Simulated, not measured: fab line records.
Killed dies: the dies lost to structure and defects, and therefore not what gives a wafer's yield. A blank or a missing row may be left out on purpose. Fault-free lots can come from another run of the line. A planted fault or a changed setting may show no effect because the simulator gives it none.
Struck lot and sound lot, side by side	flow sky130	18 steps out of a route of 708
Sound: the wafers L134.1, L134.4, L134.6. The struck wafers were L143.1, L143.5. The cause is named last.
Each step with rows lists, per side, the tool, then ch with its chambers, then its first start. Under that, the readings that differ: sound wafers	struck wafers	difference of the means	sigmas: that difference in standard deviations of wafers without a fault.
alike: same words and numbers on both sides, and readings whose means sit less than 2 such deviations apart. not compared: any withheld reading, any reading some wafer has no value for, any bound like >300 that may hide the same value, and any number with overlapping values for which the record gives no deviation.
Wherever a step has rows on one side only, a row that says differs or no value, or a row with sigmas, the two part there. When numbers do not overlap yet have no deviation, they are printed without sigmas and do not part them. Lack of a reading on every wafer of one side parts them only where that side has two or more wafers.

first, 3 steps without rows for these wafers: SKY_SONOS_ONO_WET_ETCH_18 (etches Si3N4 in H3PO4, target depth 15 nm, time 172 s); SKY_GATE_OXIDE_CLEAN_00 (cleans in SC1/SC2, time 150 s); SKY_GATE_OXIDE_OXIDATION_01 (stabilise 600 s, purge 300 s, target thk 10.268 nm).
SKY_GATE_OXIDE_THK_MEAS_02:
  struck on filmMetro-03, day 17 10:20; sound on filmMetro-01, day 14 08:49
  alike: GATE_OXIDE_OXIDATION_00_THK
then, 7 steps without rows for these wafers: SKY_GATE_OXIDE_DEHYDRATE_03 (time 60 s); SKY_GATE_OXIDE_HMDS_04 (prime time 60 s); SKY_GATE_OXIDE_COAT_05 (resist thk 1140 nm); SKY_GATE_OXIDE_SOFTBAKE_06 (time 60 s); SKY_GATE_OXIDE_EXPOSE_07 (exposes mask LVOM, target cd 600 nm); SKY_GATE_OXIDE_PEB_08; SKY_GATE_OXIDE_DEVELOP_09 (develop time 60 s).
SKY_GATE_OXIDE_OVL_MEAS_10:
  struck on overlay-01, day 18 15:52; sound on overlay-02, day 15 10:35
  alike: GATE_OXIDE_OVL
SKY_GATE_OXIDE_IMPLANT_11:
  sound on implanter-01 ch 0, day 15 10:38; struck on implanter-01 ch 0, day 18 15:53
reading	sound	struck	difference	sigmas
beamOnS (s)	9.68 9.88 9.87	11.01 11.39	+1.39	+7
faradayCurrentUA	15.15 14.74 14.86	13.38 12.96	-1.75	-6
then, 1 step without rows for these wafers: SKY_GATE_OXIDE_WET_ETCH_12 (etches SiO2 in dHF, target depth 16.8 nm, time 336 s).
SKY_GATE_OXIDE_STRIP_13: strips in O2/N2.
  sound on plasmaAsher-02 ch 0,1, day 15 10:53; struck on plasmaAsher-04 ch 0,1, day 18 16:13
reading	sound	struck	difference	sigmas
drypumpMotorCurrentA (A)	6.5 6.4 6.3	5.2 5.7	-1.0	-2
stripTimeToEndpointS (s)	14.24 14.23 14.23	14.13 14.12	-0.11	-3
  alike: n2FlowSccm, o2FlowSccm, oesProductAu
  not compared: rfHoursCounterH
SKY_GATE_OXIDE_TW_MEAS_14:
  struck on filmMetro-04, day 18 16:19; sound on filmMetro-01, day 15 10:59
reading	sound	struck	difference	sigmas
GATE_OXIDE_TW	226.3 226.3 227.2	235.2 234.5	+8.2	+5
then, 1 step without rows for these wafers: SKY_GATE_OXIDE_CLEAN_15 (cleans in SC1/SC2, time 150 s).
-- the record jumps here: 30 days lie between the struck wafers' starts before and after (it left off in module GATE_OXIDE and takes up again in module PAD_OPEN, whose first step shown is number 708 of the route) --
SKY_PAD_OPEN_PROBE_99:
  struck on prober-01, day 49 03:39; sound on prober-02, day 47 04:58
reading	sound	struck	difference	sigmas
model.etest.tipP.rsOhmSq	6820 6768 6809	6693 6744	-80	
model.etest.pfet_01v8_lvt.driveUaUm	173 173.8 174.5	193.6 191.4	+18.7	
model.etest.pfet_01v8.driveUaUm	194.5 192.4 193.9	203.4 202.1	+9.2	
model.etest.pfet_01v8_mvt.driveUaUm	154 155.2 155.4	163.7 162.4	+8.2	
model.etest.pfet_01v8_hvt.driveUaUm	145.1 144.1 144.9	150.5 151.1	+6.1	
model.etest.pfet_01v8_lvt.offLog10AUm	-8.764 -8.685 -8.65	-7.005 -7.096	+1.649	
model.etest.pfet_01v8_mvt.offLog10AUm	-10.28 -10.24 -10.16	-9.44 -9.575	+0.72	
model.etest.pfet_01v8.offLog10AUm	-9.241 -9.287 -9.617	-8.794 -8.842	+0.564	
  alike: killed_at_M0_to_M3, killed_at_M4_up, killedAtContacts, killedAtFrontEnd, killedAtOther, killedDies, killedOpen, killedShort

## WHERE THEY PART
Earliest at SKY_GATE_OXIDE_IMPLANT_11; latest, in this record, at SKY_GATE_OXIDE_TW_MEAS_14. Later steps at which nothing parts them and some readings are alike: SKY_PAD_OPEN_PROBE_99.

WHY: whatever the simulator had introduced
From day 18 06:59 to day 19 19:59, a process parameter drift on implanter-01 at SKY_GATE_OXIDE_IMPLANT_11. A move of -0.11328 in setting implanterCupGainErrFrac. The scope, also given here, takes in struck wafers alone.
